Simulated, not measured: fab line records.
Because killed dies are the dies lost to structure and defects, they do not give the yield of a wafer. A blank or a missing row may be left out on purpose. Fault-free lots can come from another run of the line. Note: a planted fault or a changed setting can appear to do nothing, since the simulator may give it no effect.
8D (eight disciplines) problem report, filled in by code ; flow sky130 ; the parts of the form that need people (team, actions taken, sign-off) are left out

1. THE PROBLEM
chamberPressurePa at SKY_METAL3_SPUTTER_02 reads a mean of 0.4721 Pa on 3 wafers of 2 lots; wafers without a fault read 0.4000 Pa with a standard deviation of 0.00081. That is +89 standard deviations from the usual mean.
The step: material AlCu, target thk 735 nm, time 39.1 s.
First observed at day 42 09:46: wafer L867.5, on pvdSputter-04. The record holds 33 wafers of 11 lots with a number at this step. Rule for "out" (also "out of limits"): further than 4 standard deviations from the usual mean. The other wafers with a number count as sound.

2. WHAT IT IS AND WHAT IT IS NOT
question;is;is not
which readings at this step;chamberPressurePa;-
which lots;L867, L868;L850, L852, L853, L856, L857, L858, L865, L869, L870
which wafers of those lots;L867.5, L868.4, L868.5;L867.2, L867.6, L868.3
read on which tools;pvdSputter-04;pvdSputter-01, pvdSputter-02
when;from day 42 09:46;"up to then (23 sound wafers); but 7 sound wafers of L868, L869, L870 came after"

3. THE SUSPECTS, EACH WITH WHAT RULES IT OUT
Counting: any tool at a process step up to the reading remains a suspect provided it ran every lot that is out. Sound lots after the first of them don't rule it out here, since some wafers of a struck lot are sound.
- plasmaAsher-04 at SKY_VIA1_STRIP_16 (strips in O2/N2): kept. It ran every lot that is out, first L867 (day 40 05:43); its last sound lot up to then is L856 (day 36 22:56).
- pvdSputter-04 at SKY_METAL3_SPUTTER_02 (material AlCu, target thk 735 nm, time 39.1 s): kept. It ran every lot that is out, first L867 (day 42 09:46); its last sound lot up to then is L858 (day 39 23:18). Out on those wafers are its own readings of chamberPressurePa.
After counting, plasmaAsher-04 at SKY_VIA1_STRIP_16 and pvdSputter-04 at SKY_METAL3_SPUTTER_02 remain.

4. THE CAUSE (what the simulator had put in)
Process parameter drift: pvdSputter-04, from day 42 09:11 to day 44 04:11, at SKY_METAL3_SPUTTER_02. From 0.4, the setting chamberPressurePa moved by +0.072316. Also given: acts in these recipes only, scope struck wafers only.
Counting left 2 suspects, and this tool is among them.

5. SEQUENCE OF EFFECTS, ordered by route
One row per reading whose mean, taken over the struck wafers that have a number, lies over 3 standard deviations from the usual. Scope: only readings with a usual standard deviation given in the record; hours: median across lots of the time from each lot's start at the first step in this table that gives one to its start at this step; sigmas: change in usual standard deviations.
hours;step;reading;usual;on struck wafers;change;sigmas
0;SKY_METAL3_SPUTTER_02;chamberPressurePa;0.4000 Pa;0.4721;+0.0721;+89
It contains these process steps:
- SKY_METAL3_SPUTTER_02: material AlCu, target thk 735 nm, time 39.1 s.

6. HOW IT WOULD HAVE BEEN CAUGHT EARLIER
In this record the first reading out of limits was taken at day 42 09:46, 1 hour after the fault began at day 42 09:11.
